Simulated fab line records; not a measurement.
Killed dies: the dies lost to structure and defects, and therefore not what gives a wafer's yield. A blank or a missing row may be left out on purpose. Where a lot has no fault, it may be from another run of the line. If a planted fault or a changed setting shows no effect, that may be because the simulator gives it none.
fab line records	flow sky130
record: lots: 7	wafers: 20	last-day: 50
route steps=708 shown VT_ADJUST_PCH@151 SONOS_TUNNEL@154 PAD_OPEN@708
lots with no fault: from the same line, run without faults
start-h: the number of hours between the record's first day and the start of the first shown wafer of the lot	wait-h: hours since the lot's step before	" the same as in the row above	L1.1+2: a row that stands for several wafers	- no value, or no start given	* or withheld: withheld	< > ~ a bound
route shown NAME@n: a module of which the file shows steps, and the number in the route of the first	usual: mean/standard deviation of fault-free wafers	same: alike in all rows	chamber/n: place in a boat	sites: readings site by site	_std_site: standard deviation across them	_edge_site: mean of outer sites minus mean of inner sites	radius-mm: for every site, how far away it sits from the centre of the wafer	mask NAME#n: copy n	behind: the tool/chamber that last shaped the wafer	hold: why the lot was held/for how many hours/how that ended	device: names the non-switching transistor (n, p or np)	end of line: the route-end tests of the same wafers	a step given without rows: its recipe and nothing more	killed: at the first sort, the dies lost to defects and structure; wafer yield is something else	map: shows each die of a wafer: x if killed, . if not, _ if none is there
set.NAME: the run value of the setting; set.NAME@STEP: its run value at that earlier step	model.NAME: the simulator's own value behind a step, which no gauge read
lots at some steps of the route; a table a step, a row a wafer
services: the hour from which a tool's chamber was out of use, counted from the record's first day as start-h (under 0 if before that day), plus the number of hours and why
== steps ==
step: SKY_VT_ADJUST_PCH_IMPLANT_08
recipe: species: B	energy-kev: 10	dose-cm2: 5e+11	tilt-deg: withheld
step: SKY_VT_ADJUST_PCH_STRIP_09
recipe: chemistry: O2/N2	power-w: 1400	pressure-mtorr: 1500	platen-temp-c: withheld	o2-flow-sccm: 3000	n2-flow-sccm: 300	overash-fraction: 0.5
usual: drypump-motor-current-A: 5.8/0.45	oes-product-au: 0.723/0.0045	strip-time-to-endpoint-s: 36.93/0.097
lot.wafer	tool	chamber	start-h	wait-h	drypump-motor-current-A	oes-product-au	rf-hours-counter-h	strip-time-to-endpoint-s
L196.3	plasma-asher-02	0	225.92	0.1	6.6	0.725	-	36.97
L196.4	"	1	"	"	5.4	0.711	-	37.03
L196.5	"	0	"	"	6.6	0.720	-	37.11
L200.2	plasma-asher-02	0	258.59	0.1	6.6	0.724	12	36.89
L200.5	"	0	"	"	6.6	0.718	-	36.93
L200.6	"	1	"	"	5.5	0.712	-	36.98
L205.2	plasma-asher-01	0	295.00	0.1	5.2	0.718	51	37.08
L205.3	"	1	"	"	5.8	0.726	-	37.07
L205.6	"	1	"	"	5.7	0.725	-	37.14
L206.2	plasma-asher-01	1	300.05	0.1	5.7	0.733	51	36.91
L206.3	"	0	"	"	5.3	0.715	-	36.73
L206.5	"	1	"	"	5.7	0.720	-	36.89
L212.4	plasma-asher-03	1	361.78	0.1	6.0	0.721	-	36.98
L212.5	"	1	"	"	5.9	0.721	-	37.02
L212.6	"	0	"	"	5.8	0.728	-	36.94
L216.4	plasma-asher-02	1	376.93	0.1	5.5	0.718	-	37.08
L216.6	"	1	"	"	5.4	0.722	-	37.06
L217.1	plasma-asher-03	0	388.94	0.1	5.8	0.725	69	36.92
L217.4	"	0	"	"	5.8	0.721	-	36.94
L217.5	"	1	"	"	6.0	0.727	-	36.79
step: SKY_VT_ADJUST_PCH_TW_MEAS_10
usual: VT_ADJUST_PCH_TW: 142.8/1.1
lot.wafer	tool	chamber	start-h	wait-h	VT_ADJUST_PCH_TW
L196.3	film-metro-01	-	226.01	0.1	144.1
L196.4	"	-	"	"	143.1
L196.5	"	-	"	"	143.8
L200.2	film-metro-01	-	258.70	0.1	142.2
L200.5	"	-	"	"	141.6
L200.6	"	-	"	"	141.9
L205.2	film-metro-03	-	295.11	0.1	142.6
L205.3	"	-	"	"	142.2
L205.6	"	-	"	"	142.6
L206.2	film-metro-02	-	300.16	0.1	145.3
L206.3	"	-	"	"	145.6
L206.5	"	-	"	"	145.4
L212.4	film-metro-01	-	361.88	0.1	142.1
L212.5	"	-	"	"	142.1
L212.6	"	-	"	"	142.0
L216.4	film-metro-01	-	377.03	0.1	141.6
L216.6	"	-	"	"	142.4
L217.1	film-metro-01	-	389.04	0.1	141.9
L217.4	"	-	"	"	142.5
L217.5	"	-	"	"	141.9
step: SKY_SONOS_TUNNEL_DEHYDRATE_00
recipe: temp-c: 200	time-s: 60
step: SKY_SONOS_TUNNEL_HMDS_01
recipe: prime-time-s: 60	prime-temp-c: 120
step: SKY_SONOS_TUNNEL_COAT_02
recipe: resist: NOVOLAK	spin-rpm: 3000	resist-thk-nm: 1140
step: SKY_SONOS_TUNNEL_SOFTBAKE_03
recipe: temp-c: 90	time-s: 60	resist: NOVOLAK
step: SKY_SONOS_TUNNEL_EXPOSE_04
recipe: mask-id: TUNM	na: 0.6	source-shape: conventional	sigma-outer: 0.6	polarization: unpolarized	target-cd-nm: 410	dose-mj: 136
step: SKY_SONOS_TUNNEL_PEB_05
recipe: temp-c: withheld	time-s: *	resist: NOVOLAK
step: SKY_SONOS_TUNNEL_DEVELOP_06
recipe: resist: NOVOLAK	developer: TMAH	develop-time-s: 60	dev-temp-c: 23
step: SKY_SONOS_TUNNEL_CD_MEAS_07
recipe: target-cd-nm: 410
usual: cd-nm: 409.8/1.9
lot.wafer	tool	chamber	start-h	wait-h	cd-nm
L196.3	cd-sem-02	-	249.06	0.1	411.0
L196.4	"	-	"	"	411.9
L196.5	"	-	"	"	410.3
L200.2	cd-sem-01	-	282.98	0.1	410.4
L200.5	"	-	"	"	408.3
L200.6	"	-	"	"	409.7
L205.2	cd-sem-01	-	320.54	0.1	410.4
L205.3	"	-	"	"	409.3
L205.6	"	-	"	"	410.0
L206.2	cd-sem-01	-	326.43	0.1	407.7
L206.3	"	-	"	"	408.3
L206.5	"	-	"	"	407.3
L212.4	cd-sem-01	-	390.12	0.1	408.5
L212.5	"	-	"	"	408.6
L212.6	"	-	"	"	408.1
L216.4	cd-sem-01	-	406.28	0.1	405.2
L216.6	"	-	"	"	407.6
L217.1	cd-sem-02	-	417.96	0.1	410.0
L217.4	"	-	"	"	407.9
L217.5	"	-	"	"	408.6
step: SKY_SONOS_TUNNEL_OVL_MEAS_08
usual: SONOS_TUNNEL_OVL: 0.9/1.4
lot.wafer	tool	chamber	start-h	wait-h	SONOS_TUNNEL_OVL[nm]
L196.3	overlay-02	-	249.15	0.1	2.4
L196.4	"	-	"	"	2.4
L196.5	"	-	"	"	2.3
L200.2	overlay-01	-	283.09	0.1	-0.4
L200.5	"	-	"	"	-1.3
L200.6	"	-	"	"	-0.2
L205.2	overlay-01	-	320.64	0.1	-0.7
L205.3	"	-	"	"	-0.5
L205.6	"	-	"	"	0.7
L206.2	overlay-01	-	326.54	0.1	0.6
L206.3	"	-	"	"	-0.2
L206.5	"	-	"	"	-1.5
L212.4	overlay-02	-	390.20	0.1	1.5
L212.5	"	-	"	"	1.9
L212.6	"	-	"	"	-0.2
L216.4	overlay-02	-	406.36	0.1	0.1
L216.6	"	-	"	"	1.3
L217.1	overlay-01	-	418.08	0.1	0.3
L217.4	"	-	"	"	2.3
L217.5	"	-	"	"	1.6
step: SKY_SONOS_TUNNEL_IMPLANT_09
recipe: species: B	energy-kev: 20	dose-cm2: 1e+12	tilt-deg: withheld
usual: beam-on-s: 9.99/0.22	end-station-pressure-torr: 5.03e-06/2.9e-07	faraday-current-uA: 5.64/0.12
lot.wafer	tool	chamber	start-h	wait-h	beam-on-s	end-station-pressure-torr	faraday-current-uA
L196.3	implanter-03	0	249.22	0.1	9.91	4.69e-06	5.72
L196.4	"	0	"	"	10.06	5.61e-06	5.59
L196.5	"	0	"	"	9.81	4.76e-06	5.73
L200.2	implanter-04	0	283.14	0.0	9.92	5.02e-06	5.68
L200.5	"	0	"	"	9.84	5.08e-06	5.72
L200.6	"	0	"	"	10.15	5.02e-06	5.57
L205.2	implanter-02	0	320.70	0.0	9.95	4.88e-06	5.69
L205.3	"	0	"	"	9.84	5.1e-06	5.73
L205.6	"	0	"	"	10.29	5.27e-06	5.45
L206.2	implanter-03	0	326.59	0.0	9.94	4.85e-06	5.67
L206.3	"	0	"	"	9.97	5e-06	5.67
L206.5	"	0	"	"	9.85	5.04e-06	5.70
L212.4	implanter-03	0	390.29	0.1	7.78	5.26e-06	7.27
L212.5	"	0	"	"	9.82	4.58e-06	5.71
L212.6	"	0	"	"	10.02	4.98e-06	5.67
L216.4	implanter-03	0	406.45	0.1	7.92	5.3e-06	7.14
L216.6	"	0	"	"	10.27	6.09e-06	5.48
L217.1	implanter-03	0	418.12	0.0	10.08	4.68e-06	5.58
L217.4	"	0	"	"	8.37	4.9e-06	6.72
L217.5	"	0	"	"	9.67	5.46e-06	5.84
step: SKY_SONOS_TUNNEL_WET_ETCH_10
recipe: chemistry: dHF	target-depth-nm: 14	target: SiO2	dilution: 100:1	temp-c: 25	time-s: 280
step: SKY_SONOS_TUNNEL_STRIP_11
recipe: chemistry: SPM	time-s: 600	temp-c: 130
step: SKY_SONOS_TUNNEL_TW_MEAS_12
usual: SONOS_TUNNEL_TW: 197.1/1.1
lot.wafer	tool	chamber	start-h	wait-h	SONOS_TUNNEL_TW
L196.3	film-metro-03	-	249.61	0.0	196.5
L196.4	"	-	"	"	195.8
L196.5	"	-	"	"	195.8
L200.2	film-metro-04	-	283.56	0.0	199.1
L200.5	"	-	"	"	199.8
L200.6	"	-	"	"	197.7
L205.2	film-metro-04	-	321.11	0.0	198.0
L205.3	"	-	"	"	197.2
L205.6	"	-	"	"	196.1
L206.2	film-metro-01	-	327.00	0.0	197.4
L206.3	"	-	"	"	197.5
L206.5	"	-	"	"	196.9
L212.4	film-metro-01	-	390.66	0.0	184.5
L212.5	"	-	"	"	197.3
L212.6	"	-	"	"	197.0
L216.4	film-metro-04	-	406.82	0.0	186.8
L216.6	"	-	"	"	198.6
L217.1	film-metro-03	-	418.57	0.0	195.6
L217.4	"	-	"	"	184.2
L217.5	"	-	"	"	195.0
step: SKY_SONOS_TUNNEL_CLEAN_13
recipe: chemistry: dHF	time-s: 20	dilution: 100:1	dry: ipa-marangoni
step: SKY_PAD_OPEN_PROBE_99
usual: killed_at_M0_to_M3: 45/7.3	killed_at_M4_up: 3.2/1.8	killed-at-contacts: 25/5.5	killed-at-front-end: 15/4.2	killed-at-other: 0.3/0.69	killed-dies: 89/9.4	killed-open: 49/6.6	killed-short: 40/6.4
same: gross-dies: 492	killed-at-back-side: 0
lot.wafer	tool	chamber	start-h	wait-h	killed_at_M0_to_M3	killed_at_M4_up	killed-at-contacts	killed-at-front-end	killed-at-other	killed-dies	killed-open	killed-short	model.etest.sonos-programmed.off-log10-a-um	model.etest.sonos-uncharged.vt-v
L196.3	prober-01	-	1076.12	0.2	45	1	21	19	0	86	47	38	-14	-0.4398
L196.4	prober-01	-	1076.17	0.2	47	8	12	8	0	75	42	32	-13.99	-0.426
L196.5	prober-01	-	1076.22	0.2	49	6	18	10	0	83	41	40	-14	-0.4296
L200.2	prober-02	-	1100.71	0.1	35	2	25	18	1	81	44	37	-13.91	-0.4353
L200.5	prober-02	-	1100.86	0.2	54	3	26	15	0	98	53	43	-13.87	-0.4593
L200.6	prober-02	-	1100.91	0.2	45	3	19	17	1	85	51	33	-14.01	-0.3932
L205.2	prober-01	-	1130.61	0.1	37	3	24	11	0	75	42	33	-13.9	-0.3891
L205.3	prober-01	-	1130.66	0.2	52	6	20	10	0	88	43	45	-14.1	-0.4396
L205.6	prober-01	-	1130.81	0.2	51	5	18	16	1	91	54	37	-13.85	-0.4354
L206.2	prober-02	-	1132.62	0.1	39	7	17	17	2	82	38	43	-13.98	-0.4353
L206.3	prober-02	-	1132.67	0.2	36	4	28	11	1	80	46	33	-14.01	-0.436
L206.5	prober-02	-	1132.77	0.2	43	4	33	11	0	91	42	49	-14.01	-0.4925
L212.4	prober-02	-	1173.63	0.2	37	2	26	12	0	77	46	31	-13.79	-0.5082
L212.5	prober-02	-	1173.68	0.2	51	1	29	20	0	101	58	42	-13.91	-0.4465
L212.6	prober-02	-	1173.73	0.2	52	2	15	16	0	85	46	39	-13.84	-0.4601
L216.4	prober-02	-	1184.84	0.2	55	1	28	8	0	92	55	37	-14.01	-0.4586
L216.6	prober-02	-	1184.94	0.2	43	1	40	12	0	96	56	40	-13.94	-0.3884
L217.1	prober-01	-	1189.58	0.1	42	5	38	15	0	100	43	57	-13.92	-0.4591
L217.4	prober-01	-	1189.73	0.2	38	4	25	22	0	89	45	42	-13.77	-0.4926
L217.5	prober-01	-	1189.78	0.2	50	5	35	18	0	108	53	53	-14.06	-0.4577
killed by level:class
L196.3 METAL2:geometric-particle:short=10 VIA1:geometric-particle:open=10 VIA2:geometric-particle:open=9 LI_CONTACT:geometric-particle:open=8 VIA3:geometric-particle:open=6 POLY_GATE:geometric-particle:short=5 LOCAL_INTERCONNECT:geometric-particle:short=4 CONTACT:geometric-particle:open=4
L196.4 VIA1:geometric-particle:open=13 METAL2:geometric-particle:short=9 CONTACT:geometric-particle:open=7 VIA2:geometric-particle:open=6 VIA3:geometric-particle:open=6 METAL4:geometric-particle:short=6 METAL1:geometric-particle:short=3 VIA3:geometric-particle:short=3
L196.5 CONTACT:geometric-particle:open=11 VIA1:geometric-particle:open=11 METAL1:geometric-particle:short=7 VIA1:geometric-particle:short=7 METAL3:geometric-particle:short=5 VIA3:geometric-particle:open=5 METAL2:geometric-particle:short=4 VIA2:geometric-particle:open=4
L200.2 CONTACT:geometric-particle:open=11 VIA1:geometric-particle:open=7 METAL2:geometric-particle:short=7 POLY_GATE:geometric-particle:short=6 CONTACT:geometric-particle:short=6 VIA1:geometric-particle:short=6 VIA2:geometric-particle:open=5 FIELD_ISO:geometric-particle:open=4
L200.5 VIA1:geometric-particle:open=17 CONTACT:geometric-particle:open=9 CONTACT:geometric-particle:short=7 METAL1:geometric-particle:short=6 VIA2:geometric-particle:short=6 VIA2:geometric-particle:open=6 LI_CONTACT:geometric-particle:open=4 METAL2:geometric-particle:open=4
L200.6 VIA2:geometric-particle:open=9 VIA1:geometric-particle:open=8 CONTACT:geometric-particle:open=8 METAL1:geometric-particle:short=6 VIA3:geometric-particle:open=5 FIELD_ISO:geometric-particle:short=4 POLY_CUT:geometric-particle:open=4 LI_CONTACT:geometric-particle:open=4
L205.2 CONTACT:geometric-particle:open=12 METAL2:geometric-particle:short=8 VIA1:geometric-particle:open=8 VIA2:geometric-particle:open=7 LOCAL_INTERCONNECT:geometric-particle:short=6 VIA3:geometric-particle:open=6 POLY_GATE:geometric-particle:open=4 VIA1:geometric-particle:short=3
L205.3 CONTACT:geometric-particle:open=10 VIA1:geometric-particle:open=8 VIA3:geometric-particle:short=8 VIA1:geometric-particle:short=6 VIA2:geometric-particle:short=5 METAL2:geometric-particle:short=5 VIA2:geometric-particle:open=5 VIA3:geometric-particle:open=5
L205.6 CONTACT:geometric-particle:open=9 VIA1:geometric-particle:open=9 VIA3:geometric-particle:open=9 POLY_GATE:geometric-particle:open=6 METAL1:geometric-particle:short=6 VIA2:geometric-particle:open=5 POLY_GATE:geometric-particle:short=4 VIA3:geometric-particle:short=4
L206.2 METAL2:geometric-particle:short=9 VIA1:geometric-particle:open=8 CONTACT:geometric-particle:open=6 METAL4:geometric-particle:short=6 FIELD_ISO:geometric-particle:short=5 LI_CONTACT:geometric-particle:open=5 VIA2:geometric-particle:open=5 FIELD_ISO:geometric-particle:open=4
L206.3 CONTACT:geometric-particle:open=12 VIA1:geometric-particle:open=10 LI_CONTACT:geometric-particle:open=7 VIA1:geometric-particle:short=5 METAL2:geometric-particle:short=5 POLY_GATE:geometric-particle:short=4 LOCAL_INTERCONNECT:geometric-particle:short=4 VIA2:geometric-particle:open=4
L206.5 VIA1:geometric-particle:open=10 POLY_GATE:geometric-particle:short=8 CONTACT:geometric-particle:open=8 CONTACT:geometric-particle:short=8 LOCAL_INTERCONNECT:geometric-particle:short=7 VIA2:geometric-particle:open=7 LI_CONTACT:geometric-particle:open=5 VIA1:geometric-particle:short=5
L212.4 CONTACT:geometric-particle:open=13 VIA1:geometric-particle:short=8 VIA1:geometric-particle:open=8 LI_CONTACT:geometric-particle:short=5 METAL1:geometric-particle:open=5 POLY_GATE:geometric-particle:open=4 VIA3:geometric-particle:open=4 FIELD_ISO:geometric-particle:short=3
L212.5 VIA1:geometric-particle:open=11 LI_CONTACT:geometric-particle:open=10 VIA1:geometric-particle:short=8 VIA2:geometric-particle:open=8 FIELD_ISO:geometric-particle:open=7 CONTACT:geometric-particle:open=7 METAL2:geometric-particle:short=7 VIA3:geometric-particle:open=6
L212.6 VIA1:geometric-particle:open=12 VIA2:geometric-particle:open=10 METAL2:geometric-particle:short=7 CONTACT:geometric-particle:short=5 VIA3:geometric-particle:open=5 VIA1:geometric-particle:short=5 FIELD_ISO:geometric-particle:open=4 POLY_GATE:geometric-particle:short=4
L216.4 VIA1:geometric-particle:open=11 CONTACT:geometric-particle:open=10 VIA3:geometric-particle:open=9 CONTACT:geometric-particle:short=9 METAL2:geometric-particle:short=8 LI_CONTACT:geometric-particle:open=6 VIA3:geometric-particle:short=5 METAL1:geometric-particle:open=5
L216.6 CONTACT:geometric-particle:open=17 LI_CONTACT:geometric-particle:open=9 VIA2:geometric-particle:open=9 METAL2:geometric-particle:short=8 LI_CONTACT:geometric-particle:short=7 VIA1:geometric-particle:short=7 POLY_GATE:geometric-particle:open=4 VIA1:geometric-particle:open=4
L217.1 LI_CONTACT:geometric-particle:open=11 CONTACT:geometric-particle:open=11 FIELD_ISO:geometric-particle:short=6 LI_CONTACT:geometric-particle:short=6 METAL2:geometric-particle:short=6 VIA3:geometric-particle:short=6 VIA2:geometric-particle:short=5 LOCAL_INTERCONNECT:geometric-particle:short=5
L217.4 CONTACT:geometric-particle:open=9 LI_CONTACT:geometric-particle:open=7 FIELD_ISO:geometric-particle:open=6 VIA1:geometric-particle:open=6 METAL2:geometric-particle:short=6 CONTACT:geometric-particle:short=5 VIA2:geometric-particle:open=5 FIELD_ISO:geometric-particle:short=4
L217.5 VIA1:geometric-particle:open=9 CONTACT:geometric-particle:open=9 VIA3:geometric-particle:open=9 LI_CONTACT:geometric-particle:short=8 CONTACT:geometric-particle:short=8 METAL1:geometric-particle:short=8 METAL2:geometric-particle:short=7 VIA2:geometric-particle:open=7
== services ==
tool	chamber	start-h	hours	kind
plasma-asher-02	-	212.40	3.1	repair
plasma-asher-03	-	216.49	14.6	pm
plasma-asher-01	-	249.72	1.3	repair
implanter-04	-	272.55	10.3	repair
implanter-04	-	287.14	6.5	pm
implanter-02	-	289.04	20.1	pm
implanter-04	-	307.89	5.1	repair
implanter-02	-	322.35	1.5	repair
implanter-03	-	328.58	1.1	repair
implanter-02	-	355.53	2.9	repair
implanter-04	-	375.52	5.4	pm
implanter-02	-	381.85	7.1	pm
plasma-asher-01	-	401.25	3.0	repair
plasma-asher-03	-	409.29	1.7	repair
== key ==
first-sign: step: SKY_SONOS_TUNNEL_IMPLANT_09	reading: faraday-current-uA	direction: up	sigmas: 11	usual: 5.64	struck: 7.04
effect: step: SKY_SONOS_TUNNEL_IMPLANT_09	reading: beam-on-s	direction: down	sigmas: 8.9	usual: 9.99	struck: 8.02
effect: step: SKY_SONOS_TUNNEL_TW_MEAS_12	reading: SONOS_TUNNEL_TW	direction: down	sigmas: 10	usual: 197.1	struck: 185.2
model-effect: step: SKY_PAD_OPEN_PROBE_99	value: etest.sonos-programmed.off-log10-a-um	without: -14	struck: -13.86
met-at SKY_SONOS_TUNNEL_IMPLANT_09
struck-wafers L212.4,L216.4,L217.4
tester-left-out L212,L216,L217
onset-between 326.59 390.29
fault: kind: process-parameter-drift	tool: implanter-03	chamber: -	onset-h: 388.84	steps: SKY_SONOS_TUNNEL_IMPLANT_09	channel: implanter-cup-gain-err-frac	offset: 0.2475	shape: step	end-h: 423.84	scope: struck-wafers-only
tester-left-out: of these lots the tester's yield and bins aren't shown, on N5 and GAA mostly nor the transistor test; their killed dies are dies lost to structure and defects alone, not to doping, threshold or leakage, so they don't give the yield
